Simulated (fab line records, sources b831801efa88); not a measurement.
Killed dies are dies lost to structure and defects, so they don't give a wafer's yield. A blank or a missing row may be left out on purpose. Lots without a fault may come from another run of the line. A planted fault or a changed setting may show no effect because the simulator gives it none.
fab line records | flow sky130
record lots=12 wafers=35 last_day=50
route steps=708 shown SD_N@358 SD_P@359 LI_CONTACT@378 PAD_OPEN@708
lots that met no fault: from a run of the same line without faults
start_h: hours from the record's first day to the start of the lot's first wafer shown | wait_h: hours since the lot's step before | " the same as in the row above | L1.1+2: a row that stands for several wafers | - no value, or no start given | * or withheld: withheld | < > ~ a bound
route shown NAME@n: a module of which the file shows steps, and the number in the route of the first | usual: mean/standard deviation of fault-free wafers | same: alike in all rows | chamber/n: place in a boat | sites: the reading at each site | _std_site: their standard deviation | _edge_site: outer sites' mean less inner sites' | radius_mm: how far each site lies from the wafer's centre | mask NAME#n: copy n | behind: the tool/chamber that last shaped the wafer | hold: why the lot was held/for how many hours/how that ended | device: the transistor (n, p or np) that didn't switch | end of line: the same wafers' tests at the end of the route | a step without rows: its recipe alone | killed: dies lost to structure and defects at the first sort, not the wafer's yield | map: a wafer's dies, x killed, . not, _ none there
set.NAME: the setting as run; set.NAME@STEP: as run at that earlier step | model.NAME: the simulator's own value behind a step, which no gauge read
steps of the route over a sample of lots; a table a step, a row a wafer
services: from which hour (start_h, from the record's first day; less than 0 if before it) a tool's chamber was out of use, for how many hours, and why
## steps
# step SKY_SD_N_RS_MEAS_16
# recipe thk_meas_gauge=four-point-probe
# usual SD_N_RS=68.58/0.12
# columns lot.wafer tool chamber start_h wait_h SD_N_RS[ohm/sq]
L712.2 film_metro-02 - 641.11 0.1 68.47
L712.3 " - " " 68.47
L712.6 " - " " 68.40
L711.1 film_metro-03 - 642.13 0.1 68.45
L711.5 " - " " 68.51
L711.6 " - " " 68.71
L713.1 film_metro-03 - 684.19 0.1 68.61
L713.4 " - " " 68.46
L713.5 " - " " 68.47
L714.1 film_metro-03 - 685.63 0.1 68.48
L714.2 " - " " 68.66
L714.4 " - " " 68.61
L715.1 film_metro-03 - 768.03 0.1 68.41
L715.2 " - " " 68.60
L715.4 " - " " 68.39
L721.2 film_metro-03 - 774.62 0.1 68.50
L721.3 " - " " 68.53
L721.4 " - " " 68.44
L719.1 film_metro-04 - 774.88 0.1 68.28
L719.4 " - " " 68.56
L719.5 " - " " 68.72
L723.3 film_metro-02 - 776.08 0.1 68.78
L723.4 " - " " 68.52
L726.1 film_metro-02 - 781.69 0.1 68.65
L726.2 " - " " 68.72
L726.5 " - " " 68.85
L727.1 film_metro-04 - 783.39 0.1 68.48
L727.4 " - " " 68.56
L727.5 " - " " 68.67
L732.1 film_metro-03 - 800.49 0.1 68.62
L732.4 " - " " 68.45
L732.5 " - " " 68.48
L733.2 film_metro-03 - 807.92 0.1 68.45
L733.4 " - " " 68.54
L733.5 " - " " 68.68
# step SKY_SD_N_RS_MEAS_17
# recipe thk_meas_gauge=four-point-probe
# usual SD_P_RS=147.2/0.38
# columns lot.wafer tool chamber start_h wait_h SD_P_RS[ohm/sq]
L712.2 film_metro-02 - 641.23 0.1 146.6
L712.3 " - " " 146.9
L712.6 " - " " 146.5
L711.1 film_metro-03 - 642.25 0.1 147.1
L711.5 " - " " 147.7
L711.6 " - " " 147.8
L713.1 film_metro-03 - 684.31 0.1 147.3
L713.4 " - " " 147.2
L713.5 " - " " 147.6
L714.1 film_metro-03 - 685.75 0.1 146.6
L714.2 " - " " 147.0
L714.4 " - " " 146.7
L715.1 film_metro-03 - 768.15 0.1 146.6
L715.2 " - " " 147.2
L715.4 " - " " 147.3
L721.2 film_metro-03 - 774.74 0.1 147.2
L721.3 " - " " 146.8
L721.4 " - " " 147.1
L719.1 film_metro-04 - 775.00 0.1 146.6
L719.4 " - " " 146.7
L719.5 " - " " 147.6
L723.3 film_metro-02 - 776.20 0.1 147.3
L723.4 " - " " 146.7
L726.1 film_metro-02 - 781.81 0.1 147.6
L726.2 " - " " 147.8
L726.5 " - " " 147.6
L727.1 film_metro-04 - 783.51 0.1 147.1
L727.4 " - " " 147.5
L727.5 " - " " 148.1
L732.1 film_metro-03 - 800.61 0.1 146.5
L732.4 " - " " 146.3
L732.5 " - " " 147.1
L733.2 film_metro-03 - 808.04 0.1 147.1
L733.4 " - " " 147.0
L733.5 " - " " 147.1
# step SKY_LI_CONTACT_STRIP_16
# recipe chemistry=O2/N2 power_w=1400 pressure_mtorr=1500 platen_temp_c=withheld o2_flow_sccm=3000 n2_flow_sccm=300 overash_fraction=0.5
# usual drypump_motor_current_A=5.7/0.66 oes_product_au=0.375/0.0048 strip_time_to_endpoint_s=3.48/0.04
# columns lot.wafer tool chamber start_h wait_h drypump_motor_current_A oes_product_au rf_hours_counter_h strip_time_to_endpoint_s
L712.2 plasma_asher-03 0 669.74 - 5.8 0.378 24 3.52
L712.3 " 1 " " 4.9 0.370 - 3.49
L712.6 " 1 " " 5.0 0.374 - 3.52
L711.1 plasma_asher-03 0 670.99 - 5.8 0.376 24 3.51
L711.5 " 1 " " 5.0 0.378 - 3.48
L711.6 " 0 " " 5.8 0.366 - 3.46
L713.1 plasma_asher-02 1 713.73 - 5.4 0.366 93 3.43
L713.4 " 0 " " 6.7 0.375 - 3.52
L713.5 " 0 " " 6.8 0.383 - 3.50
L714.1 plasma_asher-01 0 714.89 - 5.3 0.372 56 3.48
L714.2 " 1 " " 5.6 0.377 56 3.49
L714.4 " 1 " " 5.6 0.375 - 3.53
L715.1 plasma_asher-01 0 795.68 - 5.3 0.379 64 3.49
L715.2 " 1 " " 5.6 0.383 64 3.51
L715.4 " 0 " " 5.3 0.380 - 3.45
L721.2 plasma_asher-01 0 802.34 - 5.3 0.367 64 3.44
L721.3 " 1 " " 5.6 0.372 - 3.49
L721.4 " 0 " " 5.3 0.382 - 3.44
L719.1 plasma_asher-03 0 803.29 - 5.8 0.380 38 3.52
L719.4 " 1 " " 5.0 0.379 - 3.49
L719.5 " 0 " " 5.8 0.385 - 3.51
L723.3 plasma_asher-03 0 805.23 - 5.8 0.372 - 3.51
L723.4 " 1 " " 4.9 0.377 - 3.50
L726.1 plasma_asher-03 1 810.64 - 4.9 0.370 39 3.42
L726.2 " 0 " " 5.8 0.375 39 3.51
L726.5 " 0 " " 5.8 0.384 - 3.50
L727.1 plasma_asher-02 0 811.34 - 6.7 0.379 102 3.51
L727.4 " 0 " " 6.7 0.371 - 3.51
L727.5 " 0 " " 6.7 0.372 - 3.40
L732.1 plasma_asher-02 1 827.39 - 5.4 0.369 104 3.37
L732.4 " 1 " " 5.3 0.377 - 3.42
L732.5 " 0 " " 6.8 0.375 - 3.47
L733.2 plasma_asher-02 1 835.23 - 5.4 0.379 105 3.45
L733.4 " 1 " " 5.4 0.381 - 3.52
L733.5 " 0 " " 6.7 0.371 - 3.42
# step SKY_LI_CONTACT_CVD_21
# recipe material=W target_thk_nm=400 time_s=120.56 temp_c=400 pressure_torr=40
# usual heater_power_outer_w=474/48 heater_power_w=770/73
# columns lot.wafer tool chamber start_h wait_h heater_power_outer_w heater_power_w
L712.2 cvd_w-02 1 670.17 0.0 537 883
L712.3 " 0 " " 433 714
L712.6 " 0 " " 437 712
L711.1 cvd_w-02 0 671.42 0.0 443 731
L711.5 " 1 " " 521 893
L711.6 " 0 " " 447 749
L713.1 cvd_w-01 0 714.16 0.0 402 686
L713.4 " 0 " " 414 675
L713.5 " 1 " " 501 754
L714.1 cvd_w-02 1 715.34 0.0 536 900
L714.2 " 0 " " 451 741
L714.4 " 1 " " 517 880
L715.1 cvd_w-01 0 796.11 0.0 403 676
L715.2 " 1 " " 491 745
L715.4 " 1 " " 482 740
L721.2 cvd_w-02 1 802.79 0.0 538 871
L721.3 " 1 " " 536 891
L721.4 " 0 " " 440 734
L719.1 cvd_w-01 1 803.72 0.0 500 736
L719.4 " 0 " " 413 691
L719.5 " 1 " " 510 741
L723.3 cvd_w-02 1 805.67 0.1 555 868
L723.4 " 0 " " 451 748
L726.1 cvd_w-01 0 811.09 0.0 402 692
L726.2 " 1 " " 492 745
L726.5 " 0 " " 419 703
L727.1 cvd_w-01 0 811.77 0.0 409 686
L727.4 " 0 " " 420 689
L727.5 " 0 " " 415 695
L732.1 cvd_w-01 1 827.84 0.0 496 760
L732.4 " 0 " " 417 694
L732.5 " 0 " " 409 698
L733.2 cvd_w-01 0 835.68 0.0 413 692
L733.4 " 1 " " 505 753
L733.5 " 0 " " 413 688
# step SKY_LI_CONTACT_RS_MEAS_22
# recipe thk_meas_gauge=four-point-probe reads=W_of_LI_CONTACT_CVD_21+TiN_of_LI_CONTACT_SPUTTER_20+Ti_of_LI_CONTACT_SPUTTER_19
# usual LI_CONTACT_W_RS=0.283/0.0038
# columns lot.wafer tool chamber start_h wait_h LI_CONTACT_W_RS[ohm/sq]
L712.2 film_metro-02 - 670.31 0.1 0.281
L712.3 " - " " 0.283
L712.6 " - " " 0.283
L711.1 film_metro-03 - 671.55 0.1 0.282
L711.5 " - " " 0.283
L711.6 " - " " 0.281
L713.1 film_metro-03 - 714.29 0.1 0.287
L713.4 " - " " 0.288
L713.5 " - " " 0.284
L714.1 film_metro-02 - 715.46 0.1 0.284
L714.2 " - " " 0.283
L714.4 " - " " 0.282
L715.1 film_metro-04 - 796.24 0.1 0.286
L715.2 " - " " 0.282
L715.4 " - " " 0.281
L721.2 film_metro-04 - 802.94 0.1 0.285
L721.3 " - " " 0.280
L721.4 " - " " 0.263
L719.1 film_metro-03 - 803.85 0.1 0.282
L719.4 " - " " 0.287
L719.5 " - " " 0.283
L723.3 film_metro-04 - 805.79 0.1 0.288
L723.4 " - " " 0.265
L726.1 film_metro-03 - 811.21 0.1 0.284
L726.2 " - " " 0.283
L726.5 " - " " 0.286
L727.1 film_metro-03 - 811.90 0.1 0.284
L727.4 " - " " 0.289
L727.5 " - " " 0.285
L732.1 film_metro-02 - 827.96 0.1 0.285
L732.4 " - " " 0.282
L732.5 " - " " 0.282
L733.2 film_metro-03 - 835.83 0.1 0.282
L733.4 " - " " 0.285
L733.5 " - " " 0.284
# step SKY_LI_CONTACT_THK_MEAS_23
# recipe thk_meas_gauge=xrf reads=W_of_LI_CONTACT_CVD_21
# usual LI_CONTACT_W_THK=395/7.6
# columns lot.wafer tool chamber start_h wait_h LI_CONTACT_W_THK[nm]
L712.2 film_metro-02 - 670.42 0.1 404
L712.3 " - " " 399
L712.6 " - " " 398
L711.1 film_metro-03 - 671.67 0.1 396
L711.5 " - " " 397
L711.6 " - " " 401
L713.1 film_metro-03 - 714.41 0.1 389
L713.4 " - " " 388
L713.5 " - " " 393
L714.1 film_metro-02 - 715.58 0.1 399
L714.2 " - " " 401
L714.4 " - " " 404
L715.1 film_metro-04 - 796.36 0.1 390
L715.2 " - " " 394
L715.4 " - " " 399
L721.2 film_metro-04 - 803.05 0.1 393
L721.3 " - " " 395
L721.4 " - " " 428
L719.1 film_metro-03 - 803.97 0.1 392
L719.4 " - " " 384
L719.5 " - " " 391
L723.3 film_metro-04 - 805.89 0.1 388
L723.4 " - " " 417
L726.1 film_metro-03 - 811.33 0.1 387
L726.2 " - " " 389
L726.5 " - " " 387
L727.1 film_metro-03 - 812.02 0.1 387
L727.4 " - " " 380
L727.5 " - " " 385
L732.1 film_metro-02 - 828.08 0.1 398
L732.4 " - " " 399
L732.5 " - " " 403
L733.2 film_metro-03 - 835.94 0.1 391
L733.4 " - " " 390
L733.5 " - " " 390
# step SKY_PAD_OPEN_PROBE_99
# usual killed_at_M0_to_M3=42/7.3 killed_at_M4_up=3.4/2 killed_at_contacts=24/5.8 killed_at_front_end=15/4.6 killed_at_other=0.3/0.62 killed_dies=84/9.8 killed_on_rim=16/3.8 killed_open=47/6.9 killed_short=38/6.3
# same gross_dies=492 killed_at_back_side=0
# columns lot.wafer tool chamber start_h wait_h killed_at_M0_to_M3 killed_at_M4_up killed_at_contacts killed_at_front_end killed_at_other killed_dies killed_on_rim killed_open killed_short
L712.2 prober-02 - 1064.25 0.1 57 1 24 9 1 92 20 53 39
L712.3 prober-02 - 1064.30 0.2 43 3 16 18 1 81 17 40 41
L712.6 prober-02 - 1064.45 0.2 37 3 26 10 0 76 16 41 35
L715.1 prober-02 - 1165.20 0.1 45 4 24 14 0 87 18 52 35
L715.2 prober-02 - 1165.25 0.1 44 3 12 21 0 80 17 46 34
L715.4 prober-02 - 1165.35 0.2 40 0 19 14 0 73 20 42 31
L721.2 prober-01 - 1168.25 0.1 39 2 29 15 0 85 13 51 34
L721.3 prober-01 - 1168.30 0.2 32 3 29 6 0 70 17 38 32
L721.4 prober-01 - 1168.35 0.2 41 1 33 14 0 89 23 56 33
L727.1 prober-01 - 1172.57 0.1 60 1 30 14 0 105 15 55 50
L727.4 prober-01 - 1172.72 0.2 36 3 29 18 0 86 20 48 38
L727.5 prober-01 - 1172.77 0.2 43 2 27 17 1 90 19 46 44
L733.2 prober-01 - 1189.06 0.1 43 3 22 13 0 81 14 45 36
L733.4 prober-01 - 1189.16 0.2 40 5 18 17 0 80 18 46 34
L733.5 prober-01 - 1189.21 0.2 47 2 27 19 2 97 24 61 36
# killed by level:class
L712.2 VIA3:geometric_particle:open=13 METAL1:geometric_particle:short=11 LI_CONTACT:geometric_particle:open=10 VIA1:geometric_particle:open=8 VIA2:geometric_particle:open=8 CONTACT:geometric_particle:short=5 LI_CONTACT:geometric_particle:short=4 METAL2:geometric_particle:short=4
L712.3 VIA1:geometric_particle:open=8 VIA3:geometric_particle:open=8 FIELD_ISO:geometric_particle:short=7 METAL2:geometric_particle:short=7 VIA2:geometric_particle:open=5 SPACER:geometric_particle:open=4 CONTACT:geometric_particle:short=4 VIA3:geometric_particle:short=4
L712.6 CONTACT:geometric_particle:open=10 LI_CONTACT:geometric_particle:open=7 METAL2:geometric_particle:short=7 VIA1:geometric_particle:open=7 VIA2:geometric_particle:open=6 FIELD_ISO:geometric_particle:short=4 VIA3:geometric_particle:open=4 VIA3:geometric_particle:short=4
L715.1 VIA1:geometric_particle:open=10 CONTACT:geometric_particle:open=8 METAL1:geometric_particle:short=8 VIA3:geometric_particle:open=7 LI_CONTACT:geometric_particle:open=6 VIA2:geometric_particle:open=6 FIELD_ISO:geometric_particle:open=5 VIA1:geometric_particle:short=5
L715.2 VIA1:geometric_particle:open=14 FIELD_ISO:geometric_particle:short=7 METAL3:geometric_particle:short=7 CONTACT:geometric_particle:open=6 VIA2:geometric_particle:open=6 VIA3:geometric_particle:open=5 POLY_GATE:geometric_particle:open=4 FIELD_ISO:geometric_particle:open=3
L715.4 CONTACT:geometric_particle:open=10 VIA3:geometric_particle:open=9 VIA3:geometric_particle:short=8 VIA1:geometric_particle:open=8 POLY_GATE:geometric_particle:open=5 VIA2:geometric_particle:open=5 METAL1:geometric_particle:short=4 CONTACT:geometric_particle:short=4
L721.2 CONTACT:geometric_particle:open=12 VIA1:geometric_particle:open=11 CONTACT:geometric_particle:short=6 VIA2:geometric_particle:open=6 FIELD_ISO:geometric_particle:open=5 VIA3:geometric_particle:open=5 VIA1:geometric_particle:short=5 LI_CONTACT:geometric_particle:short=4
L721.3 CONTACT:geometric_particle:open=12 CONTACT:geometric_particle:short=6 VIA1:geometric_particle:open=6 LI_CONTACT:geometric_particle:open=5 VIA2:geometric_particle:short=5 VIA2:geometric_particle:open=4 METAL2:geometric_particle:short=4 FIELD_ISO:geometric_particle:open=3
L721.4 LI_CONTACT:geometric_particle:open=9 VIA2:geometric_particle:open=9 CONTACT:geometric_particle:open=8 VIA1:geometric_particle:open=7 LOCAL_INTERCONNECT:geometric_particle:short=7 CONTACT:geometric_particle:short=5 METAL1:geometric_particle:short=5 VIA3:geometric_particle:open=5
L727.1 CONTACT:geometric_particle:open=12 VIA1:geometric_particle:short=9 POLY_GATE:geometric_particle:open=8 CONTACT:geometric_particle:short=8 METAL1:geometric_particle:short=8 VIA1:geometric_particle:open=8 VIA3:geometric_particle:open=8 VIA2:geometric_particle:open=7
L727.4 LI_CONTACT:geometric_particle:open=10 VIA1:geometric_particle:open=10 CONTACT:geometric_particle:open=8 FIELD_ISO:geometric_particle:open=7 CONTACT:geometric_particle:short=7 FIELD_ISO:geometric_particle:short=6 METAL1:geometric_particle:short=6 VIA3:geometric_particle:open=5
L727.5 METAL1:geometric_particle:short=12 CONTACT:geometric_particle:open=9 LI_CONTACT:geometric_particle:open=8 VIA1:geometric_particle:short=6 VIA1:geometric_particle:open=5 FIELD_ISO:geometric_particle:open=4 POLY_GATE:geometric_particle:open=4 LOCAL_INTERCONNECT:geometric_particle:short=4
L733.2 VIA2:geometric_particle:open=10 VIA1:geometric_particle:open=8 FIELD_ISO:geometric_particle:open=6 LI_CONTACT:geometric_particle:open=6 LOCAL_INTERCONNECT:geometric_particle:short=5 CONTACT:geometric_particle:open=5 VIA3:geometric_particle:open=5 POLY_GATE:geometric_particle:short=4
L733.4 VIA1:geometric_particle:open=13 METAL2:geometric_particle:short=7 FIELD_ISO:geometric_particle:open=6 POLY_GATE:geometric_particle:open=5 CONTACT:geometric_particle:open=5 VIA3:geometric_particle:open=5 LI_CONTACT:geometric_particle:open=4 VIA1:geometric_particle:short=4
L733.5 CONTACT:geometric_particle:open=13 VIA2:geometric_particle:open=10 LI_CONTACT:geometric_particle:open=9 VIA3:geometric_particle:open=8 FIELD_ISO:geometric_particle:short=6 FIELD_ISO:geometric_particle:open=6 VIA1:geometric_particle:open=6 METAL2:geometric_particle:short=5
## services
# columns tool chamber start_h hours kind
plasma_asher-01 - 657.00 40.0 repair
plasma_asher-03 - 671.64 2.8 pm
cvd_w-02 - 672.98 6.9 pm
plasma_asher-02 - 674.39 2.8 pm
cvd_w-01 1 769.64 14.5 repair
plasma_asher-01 - 820.06 63.2 repair
## key
first_sign step=SKY_LI_CONTACT_RS_MEAS_22 reading=LI_CONTACT_W_RS direction=down sigmas=5.1 usual=0.283 struck=0.264
effect step=SKY_LI_CONTACT_THK_MEAS_23 reading=LI_CONTACT_W_THK direction=up sigmas=3.6 usual=395 struck=422
met_at SKY_LI_CONTACT_CVD_21
struck_lots L721,L723
struck_wafers L721.4,L723.4
tester_left_out L721,L723
not_acting_at SKY_SD_N_RS_MEAS_16,SKY_SD_N_RS_MEAS_17,SKY_LI_CONTACT_STRIP_16
onset_between 715.34 802.79
fault kind=process_parameter_drift tool=cvd_w-02 chamber=- onset_h=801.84 steps=SKY_LI_CONTACT_CVD_21 channel=target_thk_nm offset=20.082 shape=step end_h=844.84 scope=struck_wafers_only acts_in=these_recipes_only stated=400
# tester_left_out: of these lots the tester's yield and bins aren't shown, on N5 and GAA mostly nor the transistor test; their killed dies are dies lost to structure and defects alone, not to doping, threshold or leakage, so they don't give the yield
